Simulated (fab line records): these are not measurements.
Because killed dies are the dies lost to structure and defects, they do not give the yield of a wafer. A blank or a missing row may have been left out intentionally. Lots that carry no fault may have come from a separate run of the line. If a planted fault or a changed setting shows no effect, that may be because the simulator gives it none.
Which tool is to blame?    flow sky130    Sampling: 11 lots, 33 wafers, 5 of 708 route steps

## WHAT EACH GAUGE READ, for each wafer
SKY_POLY_GATE_THK_MEAS_21.
lot   measured      on            POLY_GATE_OXIDATION_THK (nm)
L161  day 16 07:13  filmMetro-04  3.85 4.01 3.86
L162  day 17 02:08  filmMetro-04  3.93 3.96 3.97
L169  day 19 18:31  filmMetro-01  5.01 4.98 4.95 5.05 4.93 5.02
L170  day 20 05:02  filmMetro-04  4.87 4.82 4.89 4.87 4.84 4.88
L176  day 22 14:02  filmMetro-04  4.15 4.09 4.07
L178  day 22 19:02  filmMetro-01  4.06 4.12 4.03
L177  day 22 21:46  filmMetro-01  4.00 4.00 4.07
L179  day 23 03:55  filmMetro-03  4.16 4.10 4.20
L182  day 23 16:04  filmMetro-04  4.14 4.11 4.16
L181  day 23 20:46  filmMetro-03  4.07 4.11 4.07
L183  day 24 02:47  filmMetro-03  3.99 3.90 4.00

SKY_SD_P_TW_MEAS_11.
lot   measured      on            SD_P_TW
L161  day 25 07:12  filmMetro-03  2819 2812 2818
L162  day 26 05:08  filmMetro-01  2830 2835 2835
L169  day 28 19:16  filmMetro-01  2839 2850 2864
L170  day 29 02:12  filmMetro-04  2820 2827 2834
L176  day 31 08:44  filmMetro-01  2836 2845 2834
L178  day 31 11:54  filmMetro-01  2859 2860 2864
L177  day 31 16:25  filmMetro-04  2805 2797 2813
L179  day 31 19:29  filmMetro-01  2846 2854 2840
L182  day 32 07:43  filmMetro-04  2815 2820 2811
L181  day 32 11:29  filmMetro-04  2830 2817 2825
L183  day 32 14:59  filmMetro-04  2812 2830 2827

## WHAT TOOL EACH LOT RAN ON (gives the tool, then ch and the chambers of the sampled wafers, and finally the start)
lot   SKY_PWDE_STRIP_09                   SKY_SONOS_ONO_STRIP_17               SKY_POLY_GATE_OXIDATION_20
L161  plasmaAsher-02 ch 0,1, day 3 21:46  plasmaAsher-03 ch 0,1, day 12 13:44  furnace-01 ch 0, day 16 05:58
L162  plasmaAsher-01 ch 0,1, day 4 03:46  plasmaAsher-03 ch 0,1, day 12 22:10  furnace-02 ch 0, day 17 00:53
L169  plasmaAsher-03 ch 0,1, day 5 19:22  plasmaAsher-01 ch 0,1, day 15 14:38  furnace-02 ch 0, day 19 17:15
L170  plasmaAsher-02 ch 0,1, day 6 00:30  plasmaAsher-01 ch 0,1, day 15 22:05  furnace-02 ch 0, day 20 03:46
L176  plasmaAsher-01 ch 0,1, day 7 19:44  plasmaAsher-03 ch 0,1, day 18 08:32  furnace-01 ch 0, day 22 12:45
L178  plasmaAsher-03 ch 0,1, day 7 23:06  plasmaAsher-03 ch 0,1, day 18 14:53  furnace-02 ch 0, day 22 17:46
L177  plasmaAsher-02 ch 0,1, day 8 00:04  plasmaAsher-01 ch 0,1, day 18 15:17  furnace-01 ch 0, day 22 20:31
L179  plasmaAsher-03 ch 0,1, day 8 05:40  plasmaAsher-01 ch 0,1, day 18 22:44  furnace-02 ch 0, day 23 02:40
L182  plasmaAsher-03 ch 0,1, day 8 15:16  plasmaAsher-03 ch 0,1, day 19 11:05  furnace-02 ch 0, day 23 14:48
L181  plasmaAsher-02 ch 0,1, day 8 16:13  plasmaAsher-01 ch 0,1, day 19 15:35  furnace-02 ch 0, day 23 19:31
L183  plasmaAsher-03 ch 0,1, day 8 23:27  plasmaAsher-01 ch 0,1, day 19 22:25  furnace-01 ch 0, day 24 01:31
- SKY_PWDE_STRIP_09: strips in O2/N2.
- SKY_SONOS_ONO_STRIP_17: strips in O2/N2.
- SKY_POLY_GATE_OXIDATION_20: stabilise 600 s, purge 300 s, target thk 4 nm.

## WHAT THE TOOLS THEMSELVES READ (means of the sampled wafers that have a number; where no wafer has one, the mark that the record gives instead)
SKY_PWDE_STRIP_09.
lot   tool            drypumpMotorCurrentA (A)  oesProductAu (a.u.)  stripTimeToEndpointS (s)
L161  plasmaAsher-02  5.59                      0.721                37.17
L162  plasmaAsher-01  5.50                      0.726                37.38
L169  plasmaAsher-03  5.44                      0.721                37.33
L170  plasmaAsher-02  5.42                      0.723                37.02
L176  plasmaAsher-01  5.49                      0.725                37.44
L178  plasmaAsher-03  5.42                      0.723                37.43
L177  plasmaAsher-02  5.59                      0.720                37.17
L179  plasmaAsher-03  5.60                      0.722                37.51
L182  plasmaAsher-03  5.62                      0.723                37.36
L181  plasmaAsher-02  5.43                      0.721                37.44
L183  plasmaAsher-03  5.43                      0.720                37.27

SKY_SONOS_ONO_STRIP_17.
lot   tool            drypumpMotorCurrentA (A)  oesProductAu (a.u.)  stripTimeToEndpointS (s)
L161  plasmaAsher-03  5.44                      0.708                14.14
L162  plasmaAsher-03  5.61                      0.713                14.12
L169  plasmaAsher-01  5.54                      0.713                14.11
L170  plasmaAsher-01  5.49                      0.711                14.15
L176  plasmaAsher-03  5.41                      0.708                14.15
L178  plasmaAsher-03  5.60                      0.710                14.10
L177  plasmaAsher-01  5.53                      0.708                14.07
L179  plasmaAsher-01  5.49                      0.707                14.13
L182  plasmaAsher-03  5.43                      0.709                14.13
L181  plasmaAsher-01  5.54                      0.710                14.09
L183  plasmaAsher-01  5.53                      0.713                14.13

SKY_POLY_GATE_OXIDATION_20.
lot   tool        spikeTcBottomC (C)  spikeTcCentreC (C)  spikeTcLowerC (C)  spikeTcTopC (C)  spikeTcUpperC (C)  tubeCenterTempC (C)  tube_center_temp_C_max  zonePowerCentrePct (%)
L161  furnace-01  869.6               849.8               848.9              861.5            848.9              850                  852.2                   16.1
L162  furnace-02  873.3               852.4               849.8              866.9            849.6              850                  852.1                   18.8
L169  furnace-02  888.5               868.8               865.7              883.1            866.7              866                  868.1                   19.5
L170  furnace-02  889.1               869.1               867.3              882.1            866.3              866                  868.2                   19.6
L176  furnace-01  870.4               849.9               849.1              861.3            849.6              850                  852.0                   16.1
L178  furnace-02  872.9               852.2               850.9              865.3            850.1              850                  852.2                   18.8
L177  furnace-01  870.4               850.6               848.9              861.4            851.1              850                  852.2                   16.3
L179  furnace-02  872.0               851.7               850.3              865.8            849.7              850                  852.1                   19.0
L182  furnace-02  872.3               852.8               848.8              866.1            849.4              850                  852.3                   18.8
L181  furnace-02  872.2               852.6               850.3              865.4            850.5              850                  852.0                   19.2
L183  furnace-01  870.3               851.0               849.2              861.9            848.8              850                  852.0                   16.2

## THE ANSWER, worked out from the rows above alone
Rule: the usual values come from the lots themselves. Put in order of their means at a reading, lots are off if they are a third of the lots or fewer, leave a main group of 4 or more, and stand apart from it by a gap of 3 or more times the standard deviation of the main group's means; of several such gaps the widest counts. Not used: any main group whose means are identical at the precision the tables above print for the reading. Also off: a lot with no number at a reading for which 4 or more lots have one. The other lots that the step has rows for count as sound. The gauges are gone through in route order, then the tools' own readings, and for those a lot's mean is taken as printed above. At the first step where some lot is off, the reading lying furthest off is the one used; lots without a number count as furthest.
Off: at SKY_POLY_GATE_THK_MEAS_21 (POLY_GATE_OXIDATION_THK), L169, L170. Mean 4.04 nm and standard deviation 0.082 in the main group.
If a tool, at a process step before that reading, ran all the lots that are off and no sound lot after the first of them, it fits. Not tried: the gauges at SKY_POLY_GATE_THK_MEAS_21; whatever is off there is also off at SKY_POLY_GATE_OXIDATION_20, on other tools, and gauge error can't account for it. Of those tried, none fits.

## WHAT THE SIMULATOR PUT IN
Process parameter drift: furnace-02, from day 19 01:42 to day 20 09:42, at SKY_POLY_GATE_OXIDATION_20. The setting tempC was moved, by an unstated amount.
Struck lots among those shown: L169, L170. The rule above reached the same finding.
